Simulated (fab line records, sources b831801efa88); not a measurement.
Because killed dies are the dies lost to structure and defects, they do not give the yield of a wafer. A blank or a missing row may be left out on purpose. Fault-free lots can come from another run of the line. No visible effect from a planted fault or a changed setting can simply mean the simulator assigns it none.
Which tool did it? + flow gf180mcu + Sampling: 12 lots, 35 wafers, 5 of 602 route steps

== WHAT EACH GAUGE READ, for each wafer ==
GF_M3_CD_MEAS_14: target cd 280 nm.
| lot  | measured     | on        | cd_nm (nm)        |
|------|--------------|-----------|-------------------|
| L556 | day 21 16:40 | cd_sem-02 | 279.6 278.3 278.3 |
| L557 | day 21 22:19 | cd_sem-01 | 279.5 279.1 280.2 |
| L558 | day 22 08:26 | cd_sem-02 | 279.2 279.5 278.9 |
| L559 | day 22 21:56 | cd_sem-02 | 280.3 280.4 280.1 |
| L561 | day 23 14:12 | cd_sem-01 | 280.7 279.7 280.5 |
| L562 | day 23 18:28 | cd_sem-01 | 278.3 279.8 279.5 |
| L565 | day 24 19:55 | cd_sem-01 | 280.5 280.9 279.0 |
| L567 | day 25 10:18 | cd_sem-02 | 279.0 278.2 279.1 |
| L569 | day 26 05:59 | cd_sem-01 | 279.7 280.0 279.7 |
| L573 | day 27 16:09 | cd_sem-01 | 278.9 279.5 278.7 |
| L575 | day 27 23:13 | cd_sem-02 | 280.2 281.0 280.8 |
| L576 | day 28 01:15 | cd_sem-01 | 278.3 278.6       |

GF_M3_OVL_MEAS_15.
| lot  | measured     | on         | M3_OVL (nm) |
|------|--------------|------------|-------------|
| L556 | day 21 16:47 | overlay-01 | -6 -7 0     |
| L557 | day 21 22:23 | overlay-01 | 0 -7 1      |
| L558 | day 22 08:34 | overlay-02 | 9 2 5       |
| L559 | day 22 22:04 | overlay-02 | -9 -5 -9    |
| L561 | day 23 14:17 | overlay-01 | -13 -12 -11 |
| L562 | day 23 18:35 | overlay-01 | 2 -1 0      |
| L565 | day 24 20:02 | overlay-02 | 6 3 1       |
| L567 | day 25 10:25 | overlay-02 | 1 5 0       |
| L569 | day 26 06:07 | overlay-01 | -4 -3 -3    |
| L573 | day 27 16:16 | overlay-02 | -7 -10 -7   |
| L575 | day 27 23:20 | overlay-01 | 8 5 12      |
| L576 | day 28 01:22 | overlay-01 | 5 12        |

GF_V3_THK_MEAS_03.
| lot  | measured     | on            | V3_CVD_02_THK (nm) |
|------|--------------|---------------|--------------------|
| L556 | day 21 17:40 | film_metro-02 | 841 850 865        |
| L557 | day 21 23:21 | film_metro-04 | 855 861 869        |
| L558 | day 22 09:29 | film_metro-02 | 846 850 874        |
| L559 | day 22 22:59 | film_metro-02 | 846 838 857        |
| L561 | day 23 15:10 | film_metro-04 | 860 845 850        |
| L562 | day 23 19:28 | film_metro-02 | 844 845 867        |
| L565 | day 24 20:56 | film_metro-02 | 838 848 854        |
| L567 | day 25 11:20 | film_metro-02 | 836 831 846        |
| L569 | day 26 07:10 | film_metro-02 | 836 852 853        |
| L573 | day 27 17:09 | film_metro-03 | 838 225 862        |
| L575 | day 28 00:14 | film_metro-03 | 221 835 234        |
| L576 | day 28 02:20 | film_metro-03 | 836 230            |

== WHAT TOOL EACH LOT RAN ON (gives the tool, then ch and the chambers of the sampled wafers, and finally the start) ==
| lot  | GF_V2_SPUTTER_22             | GF_V3_CVD_02                    |
|------|------------------------------|---------------------------------|
| L556 | pvd_sputter-02, day 20 16:41 | pecvd-01 ch 0,1, day 21 17:35   |
| L557 | pvd_sputter-01, day 20 22:05 | pecvd-01 ch 0,1,2, day 21 23:17 |
| L558 | pvd_sputter-02, day 21 07:52 | pecvd-03 ch 0,1, day 22 09:22   |
| L559 | pvd_sputter-04, day 21 21:56 | pecvd-03 ch 0,2, day 22 22:55   |
| L561 | pvd_sputter-02, day 22 14:37 | pecvd-01 ch 0,1,2, day 23 15:07 |
| L562 | pvd_sputter-01, day 22 19:16 | pecvd-01 ch 0,2, day 23 19:23   |
| L565 | pvd_sputter-04, day 23 21:17 | pecvd-03 ch 0,1, day 24 20:51   |
| L567 | pvd_sputter-02, day 24 12:47 | pecvd-01 ch 0,2, day 25 11:16   |
| L569 | pvd_sputter-04, day 25 09:50 | pecvd-03 ch 0,1, day 26 07:06   |
| L573 | pvd_sputter-04, day 26 18:55 | pecvd-01 ch 0,1, day 27 17:05   |
| L575 | pvd_sputter-04, day 27 02:50 | pecvd-01 ch 0,2, day 28 00:09   |
| L576 | pvd_sputter-02, day 27 04:49 | pecvd-01 ch 1,2, day 28 02:16   |
- GF_V2_SPUTTER_22: material TiN, target thk 10 nm, time 40 s.
- GF_V3_CVD_02: deposits SiO2 from TEOS, target thk 850 nm, time 94.851 s.

== AS READ BY THE TOOLS THEMSELVES (means over the sampled wafers that have a number; for cases with no such wafer, the mark the record gives instead) ==
GF_V2_SPUTTER_22.
| lot  | tool           | throttle_valve_pct (%) |
|------|----------------|------------------------|
| L556 | pvd_sputter-02 | 30.5                   |
| L557 | pvd_sputter-01 | 29.2                   |
| L558 | pvd_sputter-02 | 31.0                   |
| L559 | pvd_sputter-04 | 28.8                   |
| L561 | pvd_sputter-02 | 30.7                   |
| L562 | pvd_sputter-01 | 30.5                   |
| L565 | pvd_sputter-04 | 29.4                   |
| L567 | pvd_sputter-02 | 30.8                   |
| L569 | pvd_sputter-04 | 29.7                   |
| L573 | pvd_sputter-04 | 29.5                   |
| L575 | pvd_sputter-04 | 29.2                   |
| L576 | pvd_sputter-02 | 31.1                   |

GF_V3_CVD_02.
| lot  | tool     | heater_power_w (W) | run_length_s (s) |
|------|----------|--------------------|------------------|
| L556 | pecvd-01 | 702                | 123.1            |
| L557 | pecvd-01 | 660                | 123.1            |
| L558 | pecvd-03 | 650                | 122.7            |
| L559 | pecvd-03 | 625                | 122.4            |
| L561 | pecvd-01 | 660                | 123.0            |
| L562 | pecvd-01 | 650                | 123.3            |
| L565 | pecvd-03 | 668                | 123.0            |
| L567 | pecvd-01 | 678                | 123.6            |
| L569 | pecvd-03 | 614                | 122.7            |
| L573 | pecvd-01 | 740                | 99.7             |
| L575 | pecvd-01 | 653                | 77.7             |
| L576 | pecvd-01 | 651                | 88.5             |

== THE ANSWER, worked out from the rows above alone ==
Rule: usual is defined by the lots themselves. Put in order of their means at a reading, lots are off if they are a third of the lots or fewer, leave a main group of 4 or more, and stand apart from it by a gap of 3 or more times the standard deviation of the main group's means; of several such gaps the widest counts. The tables above print the reading to a certain number of digits; a main group whose means all agree to those digits is not used. Also off: a lot with no number at a reading for which 4 or more lots have one. The other lots that the step has rows for count as sound. Order of review: gauges by route order, followed by the tools' own readings, for which a lot's mean as printed above is used. At the first step where some lot is off, the reading lying furthest off is the one used; lots without a number count as furthest.
Off: L573, L575, L576, at GF_V3_THK_MEAS_03 (V3_CVD_02_THK). For the main group the mean is 850 nm and the standard deviation 6.4.
A tool fits if, at a process step before that reading, it ran every lot that is off, and no sound lot after the first of them. The gauges at GF_V3_THK_MEAS_03 aren't tried: what is off there is off at GF_V3_CVD_02 too, on other tools, and a gauge's error can't cause that. One candidate fits, namely pecvd-01 at GF_V3_CVD_02. A fault onset in the window from L567 (day 25 11:16, its last sound lot) to L573 (day 27 17:05, its first lot off) fits.
The tool's own readings at GF_V3_CVD_02 bear it out: on the lots that are off they differ by more than 5 times the standard deviation of the sound lots' means. run_length_s reads 88.6 s there against 123.0 s on the sound lots.

== WHAT THE SIMULATOR HAD PUT IN ==
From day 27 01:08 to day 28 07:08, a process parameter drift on pecvd-01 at GF_V3_CVD_02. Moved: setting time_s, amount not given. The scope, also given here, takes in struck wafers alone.
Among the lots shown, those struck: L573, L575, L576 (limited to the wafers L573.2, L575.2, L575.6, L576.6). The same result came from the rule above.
